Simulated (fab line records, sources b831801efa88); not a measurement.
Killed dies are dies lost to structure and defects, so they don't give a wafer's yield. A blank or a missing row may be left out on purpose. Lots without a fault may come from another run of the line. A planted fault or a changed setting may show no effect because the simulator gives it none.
A struck lot beside a sound one | flow sfq_line | 24 steps out of a route of 325
Sound: wafers L676.1, L676.3, L676.4. Struck: wafers L688.2, L688.3, L688.4. The cause comes at the end.
At each step with rows: each side's tool, then ch and its chambers, then its first start. Under that, the readings that differ: sound wafers | struck wafers | difference of the means | sigmas: that difference in standard deviations of wafers without a fault.
alike: readings whose means differ by less than 2 such deviations, and words and numbers that are the same on both sides. not compared: withheld readings, readings that some wafer has no value for, bounds like >300 that may hide the same value, and numbers for which the record gives no deviation and whose values overlap.
The two part at a step that has a row with sigmas, a row that says differs or no value, or rows on one side only. Numbers that don't overlap but have no deviation are shown without sigmas and don't part them. A reading that every wafer of one side lacks parts them only if that side has two wafers or more.

first, 6 steps without rows for these wafers: SFQ_TRILAYER_I3_VIA_LITHO_COAT_090 (resist thk 62 nm); SFQ_TRILAYER_I3_VIA_LITHO_COAT_085 (resist thk 650 nm); SFQ_TRILAYER_I3_VIA_LITHO_SOFTBAKE_089; SFQ_TRILAYER_I3_VIA_LITHO_EXPOSE_086 (exposes mask I3, target cd 500 nm); SFQ_TRILAYER_I3_VIA_LITHO_PEB_088 (peb time 60 s); SFQ_TRILAYER_I3_VIA_LITHO_DEVELOP_087 (time 60 s).
SFQ_I3_OVL_MEAS_923:
  sound on overlay-02, day 35 01:34; struck on overlay-02, day 41 21:31
  alike: I3_OVL
SFQ_TRILAYER_I3_VIA_BARC_OPEN_VIA_ETCH_121: etches BARC in O2, target depth 125 nm, time 41.7 s.
  sound on rie_diel-01 ch 0,1,2, day 35 01:37; struck on rie_diel-02 ch 1,2, day 41 21:33
  alike: drypump_motor_current_A, oes_product_au
  not compared: rf_hours_counter_h
SFQ_TRILAYER_I3_VIA_ETCH_VIA_ETCH_088: etches SiO2 in CHF3, stops on Nb, target depth 260 nm.
  sound on rie_diel-01 ch 0,1,2, day 35 01:39; struck on rie_diel-02 ch 1,2, day 41 21:35
  alike: drypump_motor_current_A, oes_product_au
SFQ_TRILAYER_I3_VIA_STRIP_STRIP_089: strips in O2.
  sound on rie_metal-04 ch 0,1, day 35 01:46; struck on rie_metal-04 ch 0,1, day 41 21:42
  alike: drypump_motor_current_A, oes_product_au
  not compared: rf_hours_counter_h
then, 2 steps without rows for these wafers: SFQ_TRILAYER_I3_VIA_STRIP_SOLV_CLEAN_090 (cleans in NMP, time 600 s); SFQ_TRILAYER_M4_DEP_PRE_CLEAN_092 (time 22.5 s).
SFQ_TRILAYER_M4_DEP_SPUTTER_091: material Nb, target thk 200 nm, time 133.3 s.
  sound on pvd_sputter-06, day 35 02:34; struck on pvd_sputter-05, day 41 22:31
  no value came back on the struck wafers for any of 5 readings (base_pressure_pa (Pa), cathode_dc_power_W (W) and others); on the sound wafers base_pressure_pa (Pa) reads 1.32e-06 1.35e-06 1.29e-06
SFQ_M4_RS_MEAS_924: measures by four-point-probe.
  sound on film_metro-02, day 35 02:40; struck on film_metro-02, day 41 22:37
  reading           | sound             | struck | difference                    | sigmas
  M4_NB_RS (ohm/sq) | 0.886 0.896 0.885 | - - -  | no value on the struck wafers |
then, 6 steps without rows for these wafers: SFQ_TRILAYER_M4_LITHO_COAT_098 (resist thk 62 nm); SFQ_TRILAYER_M4_LITHO_COAT_093 (resist thk 600 nm); SFQ_TRILAYER_M4_LITHO_SOFTBAKE_097; SFQ_TRILAYER_M4_LITHO_EXPOSE_094 (exposes mask M4, target cd 500 nm); SFQ_TRILAYER_M4_LITHO_PEB_096 (peb time 60 s); SFQ_TRILAYER_M4_LITHO_DEVELOP_095 (time 60 s).
-- the record jumps here: 6 days lie between the struck wafers' starts before and after --
SFQ_M4_OVL_MEAS_926:
  sound on overlay-01, day 40 22:32; struck on overlay-02, day 47 15:17
  alike: M4_OVL
SFQ_TRILAYER_M4_BARC_OPEN_METAL_ETCH_123: etches BARC in O2, target depth 125 nm, time 41.7 s.
  sound on rie_metal-04 ch 0,1, day 40 22:34; struck on rie_metal-04 ch 0,1, day 47 15:19
  alike: drypump_motor_current_A, oes_product_au
  not compared: rf_hours_counter_h
SFQ_TRILAYER_M4_ETCH_METAL_ETCH_096: etches Nb in Cl2/Ar, stops on SiO2, target depth 240 nm, time 120 s.
  sound on rie_metal-04 ch 0,1, day 40 22:38; struck on rie_metal-04 ch 0,1, day 47 15:23
  reading               | sound             | struck            | difference | sigmas
  oes_product_au (a.u.) | 0.890 0.890 0.906 | 0.389 0.366 0.381 | -0.517     | -79
  alike: drypump_motor_current_A
  not compared: rf_hours_counter_h
SFQ_TRILAYER_M4_STRIP_STRIP_097: strips in O2.
  sound on rie_metal-04 ch 0,1, day 40 22:45; struck on rie_metal-04 ch 0,1, day 47 15:30
  alike: drypump_motor_current_A, oes_product_au
  not compared: rf_hours_counter_h

WHERE THEY PART
First at SFQ_TRILAYER_M4_DEP_SPUTTER_091; last, within this record, at SFQ_TRILAYER_M4_ETCH_METAL_ETCH_096. Later steps at which nothing parts them and some readings are alike: SFQ_TRILAYER_M4_STRIP_STRIP_097.

WHY: what the simulator had put in
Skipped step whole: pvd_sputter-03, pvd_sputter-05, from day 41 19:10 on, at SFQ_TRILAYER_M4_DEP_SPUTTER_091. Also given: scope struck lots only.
